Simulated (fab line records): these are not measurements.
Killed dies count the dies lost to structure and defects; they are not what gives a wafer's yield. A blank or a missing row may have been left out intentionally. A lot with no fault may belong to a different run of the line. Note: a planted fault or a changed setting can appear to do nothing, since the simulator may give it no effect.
2 desks, one fault | flow sfq-line | each desk holds nothing but its own numbers, with what lay behind them at the end

== THE METROLOGY DESK ==
Lot by lot, what the gauges showed, no matter which tool ran the lot: averages of those sampled wafers that carry a number. Any lot whose mean is over 4 standard deviations away from the usual mean is out of limits and marked OUT; that distance is given in the brackets.
Columns: A = I6_OVL at SFQ_I6_OVL_MEAS_942, usual -2 nm; B = M7_NB_RS at SFQ_M7_RS_MEAS_943, usual 0.889 ohm/sq; C = M7_OVL at SFQ_M7_OVL_MEAS_945, usual -2 nm
lot  | first seen here | A  | B     | C
L939 | day 76 18:14    | 1  | 0.890 | -10
L948 | day 82 02:50    | -1 | 0.873 | -6
L949 | day 82 07:37    | -3 | 0.899 | -6
L952 | day 84 06:32    | 3  | 0.893 | 2
L953 | day 85 07:14    | -2 | 0.880 | 2
L954 | day 85 16:49    | 8  | 0.884 | -0
This desk found nothing out of limits on any of the 6 lots.

== TOOL OWNER'S DESK, litho-track-03 ==
The tool's own readings at SFQ_TRILAYER_M7_LITHO_COAT_182 (resist thk 62 nm): means of the sampled wafers that have a number, for each lot that ran on this tool. Any lot whose mean is over 4 standard deviations away from the usual mean is out of limits and marked OUT; that distance is given in the brackets.
Columns: A = spin-speed-rpm at SFQ_TRILAYER_M7_LITHO_COAT_182, usual 3000.3 rpm
lot  | first seen here | A
L939 | day 76 19:35    | 3001.3
L948 | day 82 04:11    | 3194.2 (+97) OUT
L949 | day 82 08:53    | 3196.9 (+98) OUT
L954 | day 85 18:05    | 3002.5
Finding of this desk: L948, L949 out of limits; the first was L948 at day 82 04:11, on spin-speed-rpm at SFQ_TRILAYER_M7_LITHO_COAT_182. In limits: L939, L954.

== PUT TOGETHER ==
On L948, L949, at day 82 04:11, an alarm was possible from the tool owner's desk.
At the metrology desk, nothing out of limits was observed.
The metrology desk has L948, L949 on record, within its limits.
On litho-track-03, each named lot ran SFQ_TRILAYER_M7_LITHO_COAT_182.

== WHAT THE SIMULATOR HAD PUT IN ==
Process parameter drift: litho-track-03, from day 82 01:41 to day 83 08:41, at SFQ_TRILAYER_M7_LITHO_COAT_182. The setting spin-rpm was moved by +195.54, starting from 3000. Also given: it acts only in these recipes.
Shown lots that were struck: L948, L949.
Delay in hours, fault start to first out-of-limits reading, by desk: the tool owner's desk at 2.
